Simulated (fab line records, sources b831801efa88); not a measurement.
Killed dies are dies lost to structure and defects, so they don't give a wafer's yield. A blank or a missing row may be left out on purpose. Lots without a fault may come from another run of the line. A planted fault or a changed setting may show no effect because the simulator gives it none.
Which tool did it? | flow gf180mcu | 11 lots, 33 wafers sampled, at 4 steps of a route of 602

WHAT THE GAUGES READ, wafer by wafer
GF_POLY_GATE_THK_MEAS_01.
lot  | measured     | on            | POLY_GATE_CVD_00_THK (nm)
L343 | day 8 23:28  | film_metro-02 | 200.5 198.9 200.5
L344 | day 9 07:35  | film_metro-02 | 198.1 199.8 200.5
L348 | day 10 15:38 | film_metro-02 | 201.4 201.1 198.9
L350 | day 10 23:52 | film_metro-02 | 198.5 199.1 197.9
L351 | day 11 08:13 | film_metro-02 | 200.0 200.3 200.0
L356 | day 12 20:24 | film_metro-01 | 109.0 109.8 107.9
L357 | day 13 01:55 | film_metro-01 | 107.5 106.1 106.5
L358 | day 13 11:26 | film_metro-02 | 107.8 108.1 105.6
L359 | day 13 20:31 | film_metro-02 | 199.3 199.1 197.5
L362 | day 14 17:40 | film_metro-01 | 200.0 201.1 199.0
L364 | day 15 08:24 | film_metro-02 | 198.2 199.8 201.1

WHICH TOOL RAN EACH LOT (tool, then ch and the chambers of the sampled wafers, then the start)
lot  | GF_VT_IMPLANT_STRIP_20               | GF_VT_IMPLANT_STRIP_42               | GF_POLY_GATE_CVD_00
L343 | plasma_asher-03 ch 0,1, day 6 17:13  | plasma_asher-02 ch 0,1, day 8 00:56  | lpcvd-02 ch 0, day 8 22:08
L344 | plasma_asher-02 ch 0,1, day 7 01:04  | plasma_asher-03 ch 0,1, day 8 09:25  | lpcvd-01 ch 0, day 9 06:11
L348 | plasma_asher-02 ch 0,1, day 8 01:50  | plasma_asher-02 ch 0,1, day 9 11:10  | lpcvd-01 ch 1, day 10 14:18
L350 | plasma_asher-02 ch 0, day 8 14:31    | plasma_asher-02 ch 0, day 10 00:38   | lpcvd-01 ch 1, day 10 22:31
L351 | plasma_asher-03 ch 0,1, day 8 20:52  | plasma_asher-02 ch 0,1, day 10 07:19 | lpcvd-01 ch 1, day 11 06:12
L356 | plasma_asher-02 ch 0,1, day 10 06:05 | plasma_asher-01 ch 0,1, day 11 18:13 | lpcvd-01 ch 0, day 12 19:04
L357 | plasma_asher-03 ch 0,1, day 10 10:43 | plasma_asher-02 ch 0,1, day 12 00:01 | lpcvd-01 ch 1, day 13 00:34
L358 | plasma_asher-03 ch 0,1, day 10 17:07 | plasma_asher-03 ch 0,1, day 12 05:54 | lpcvd-01 ch 0, day 13 09:25
L359 | plasma_asher-02 ch 0,1, day 11 02:22 | plasma_asher-01 ch 0,1, day 12 16:40 | lpcvd-02 ch 1, day 13 19:11
L362 | plasma_asher-03 ch 0,1, day 11 23:19 | plasma_asher-02 ch 0,1, day 13 15:11 | lpcvd-02 ch 1, day 14 16:19
L364 | plasma_asher-03 ch 0,1, day 12 10:16 | plasma_asher-02 ch 0, day 14 03:35   | lpcvd-02 ch 0, day 15 07:04
- GF_VT_IMPLANT_STRIP_20: strips in O2/N2.
- GF_VT_IMPLANT_STRIP_42: strips in O2/N2.
- GF_POLY_GATE_CVD_00: deposits poly-Si, target thk 200 nm, time 1200 s.

THE ANSWER, worked out from the rows above alone
Rule: what is usual is taken from the lots themselves. Put in order of their means at a reading, lots are off if they are a third of the lots or fewer, leave a main group of 4 or more, and stand apart from it by a gap of 3 or more times the standard deviation of the main group's means; of several such gaps the widest counts. A main group whose means are all the same, to the digits that the tables above print for the reading, isn't used. A lot without any number at a reading at which 4 lots or more have one is off too. The other lots that the step has rows for count as sound.
Off: L356, L357, L358, at GF_POLY_GATE_THK_MEAS_01 (POLY_GATE_CVD_00_THK). The main group: mean 199.6 nm, standard deviation 0.66.
A tool fits if, at a process step before that reading, it ran every lot that is off, and no sound lot after the first of them. The gauges at GF_POLY_GATE_THK_MEAS_01 are tried like those tools. One fits: lpcvd-01 at GF_POLY_GATE_CVD_00. Its last sound lot is L351 (day 11 06:12), its first lot that is off L356 (day 12 19:04): a fault that began between those two fits.

WHAT THE SIMULATOR HAD PUT IN
Process parameter drift: lpcvd-01, from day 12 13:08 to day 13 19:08, at GF_POLY_GATE_CVD_00. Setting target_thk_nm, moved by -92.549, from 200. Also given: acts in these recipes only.
Lots struck among those shown: L356, L357, L358. The rule above found the same.
